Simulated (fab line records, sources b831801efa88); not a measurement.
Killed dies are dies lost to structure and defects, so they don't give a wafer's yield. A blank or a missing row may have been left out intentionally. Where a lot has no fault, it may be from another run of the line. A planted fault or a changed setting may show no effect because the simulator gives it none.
Chamber matching || flow gf180mcu || GF_V3_CMP_04 on cmp-01 has 4 sister chambers
The step polishes SiO2. 4 wafers are shown with their chamber, then 6 later ones without.

WAFERS WITH THEIR CHAMBER
{"wafer": "L781.1", "chamber": 3, "motor-current-A (A)": 10.1}
{"wafer": "L791.5", "chamber": 0, "motor-current-A (A)": 14.6}
{"wafer": "L792.3", "chamber": 1, "motor-current-A (A)": 10.8}
{"wafer": "L792.4", "chamber": 2, "motor-current-A (A)": 10.8}

WAFERS MISSING THEIR CHAMBER
{"wafer": "L792.6", "motor-current-A (A)": 11.8}
{"wafer": "L795.4", "motor-current-A (A)": 11.3}
{"wafer": "L795.5", "motor-current-A (A)": 14.9}
{"wafer": "L795.6", "motor-current-A (A)": 10.6}
{"wafer": "L797.1", "motor-current-A (A)": 10.6}
{"wafer": "L798.4", "motor-current-A (A)": 9.4}

WHICH CHAMBER EACH ONE RAN IN
{"wafer": "L792.6", "from the rows above": "can't be placed: 1 or 2 or 3", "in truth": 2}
{"wafer": "L795.4", "from the rows above": "can't be placed: 1 or 2 or 3", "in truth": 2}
{"wafer": "L795.5", "from the rows above": 0, "in truth": 0}
{"wafer": "L795.6", "from the rows above": "can't be placed: 1 or 2 or 3", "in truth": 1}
{"wafer": "L797.1", "from the rows above": "can't be placed: 1 or 2 or 3", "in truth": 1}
{"wafer": "L798.4", "from the rows above": "can't be placed: 3 or 1 or 2", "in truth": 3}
1 of 6 placed correctly. Cannot be placed on the basis of these rows: 5; the candidates contain the true chamber in 5. Number placed wrongly: 0.
How it was worked out, from the rows above alone: a wafer's distance from a chamber is the root of the sum, over the readings, of the square of ((its reading less the chamber's mean) divided by the reading's scatter). The wafer belongs to the nearest chamber; if the next one is less than 2 further off, it can't be placed. Each chamber's mean is taken over the wafers shown for it. The scatter (one wafer shown for each chamber): square how far every hidden wafer sits from the nearest shown wafer, average those squares and take the square root.
